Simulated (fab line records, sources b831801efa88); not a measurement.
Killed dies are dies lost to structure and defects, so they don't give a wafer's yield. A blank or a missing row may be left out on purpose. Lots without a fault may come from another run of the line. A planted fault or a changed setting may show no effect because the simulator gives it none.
Which tool did it? | flow gf180mcu | 6 lots, 18 wafers sampled, at 1 step of a route of 602

WHAT THE GAUGES READ, wafer by wafer
GF_STI_THK_MEAS_22.
lot  | measured    | on            | STI_OXIDATION_01_THK (nm)
L635 | day 2 08:57 | film_metro-03 | 15.26 15.41 15.25
L637 | day 2 19:13 | film_metro-03 | 14.99 15.14 15.08
L641 | day 3 15:47 | film_metro-03 | 15.02 14.98 14.92
L643 | day 4 01:30 | film_metro-02 | 15.10 15.11 14.94
L645 | day 4 13:31 | film_metro-02 | 15.04 14.74 14.88
L654 | day 6 10:37 | film_metro-04 | 14.61 14.60 14.76

WHICH TOOL RAN EACH LOT (tool, then ch and the chambers of the sampled wafers, then the start)
The record holds no process step before these readings.

THE ANSWER, worked out from the rows above alone
Rule: what is usual is taken from the lots themselves. Put in order of their means at a reading, lots are off if they are a third of the lots or fewer, leave a main group of 4 or more, and stand apart from it by a gap of 3 or more times the standard deviation of the main group's means; of several such gaps the widest counts. A main group whose means are all the same, to the digits that the tables above print for the reading, isn't used. A lot without any number at a reading at which 4 lots or more have one is off too. The other lots that the step has rows for count as sound.
No lot is off at any reading shown: from this, nothing can be told.

WHAT THE SIMULATOR HAD PUT IN
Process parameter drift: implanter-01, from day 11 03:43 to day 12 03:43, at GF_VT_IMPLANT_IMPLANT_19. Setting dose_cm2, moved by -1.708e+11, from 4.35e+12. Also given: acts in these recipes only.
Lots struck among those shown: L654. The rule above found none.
